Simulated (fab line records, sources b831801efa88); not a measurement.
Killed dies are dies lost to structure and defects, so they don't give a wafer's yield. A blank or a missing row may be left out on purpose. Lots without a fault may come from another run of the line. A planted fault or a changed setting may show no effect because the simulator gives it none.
One fault seen from 2 desks | flow sky130 | each desk has only its own numbers; what lay behind them comes last

THE METROLOGY DESK
What the gauges read, lot by lot, whatever tool the lot ran on: means of the sampled wafers that have a number. A lot is out of limits, marked OUT, if its mean lies more than 4 standard deviations from the usual mean; the brackets give that distance.
Columns: A = cd_nm at SKY_POLY_CUT_CD_MEAS_08, usual 269.4 nm; B = VIA2_OVL at SKY_VIA2_OVL_MEAS_13, usual 1 nm
lot  | first seen here | A     | B
L512 | day 24 01:49    | 269.3 | -2
L513 | day 24 09:36    | 269.4 | 3
L514 | day 24 20:11    | 268.0 | 1
L515 | day 25 08:24    | 269.8 | -6
L517 | day 26 05:37    | 269.6 | -4
L518 | day 26 18:55    | 270.3 | -2
L520 | day 27 18:26    | 270.1 | 0
L522 | day 27 21:55    | 268.6 | 0
L523 | day 28 18:36    | 267.7 | -10
L531 | day 31 00:28    | 269.7 | 6
L533 | day 31 18:53    | 270.9 | 9
L535 | day 32 14:40    | 270.0 | -4
L534 | day 32 14:55    | 267.6 | 2
This desk's finding: nothing out of limits on any of the 13 lots.

THE TOOL OWNER'S DESK: wet_bench-02
The tool's own readings at SKY_SONOS_TUNNEL_CLEAN_13 (cleans in dHF, time 20 s): means of the sampled wafers that have a number, for each lot that ran on this tool. A lot is out of limits, marked OUT, if its mean lies more than 4 standard deviations from the usual mean; the brackets give that distance.
Columns: A = run_length_s at SKY_SONOS_TUNNEL_CLEAN_13, usual 48.4 s
lot  | first seen here | A
L513 | day 11 18:00    | 47.9
L518 | day 13 07:46    | 52.5
L520 | day 14 09:50    | 48.1
L522 | day 14 19:06    | 46.9
L523 | day 15 12:05    | 47.0
L533 | day 18 21:39    | 33.8 (-6.6) OUT
This desk's finding: out of limits on L533; first on L533, day 18 21:39 (run_length_s at SKY_SONOS_TUNNEL_CLEAN_13). In limits: L513, L518, L520, L522, L523.

PUT TOGETHER
The tool owner's desk could have raised an alarm at day 18 21:39, on L533.
The metrology desk saw nothing out of limits.
The metrology desk has L533 on record, within its limits.
Of the lots named, all ran SKY_SONOS_TUNNEL_CLEAN_13 on wet_bench-02.

WHAT THE SIMULATOR HAD PUT IN
Process parameter drift: wet_bench-02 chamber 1, from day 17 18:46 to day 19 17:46, at SKY_SONOS_TUNNEL_CLEAN_13. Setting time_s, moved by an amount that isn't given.
Lots struck among those shown: L533.
Hours from the fault's start to each desk's first reading out of limits: the tool owner's desk, 27.
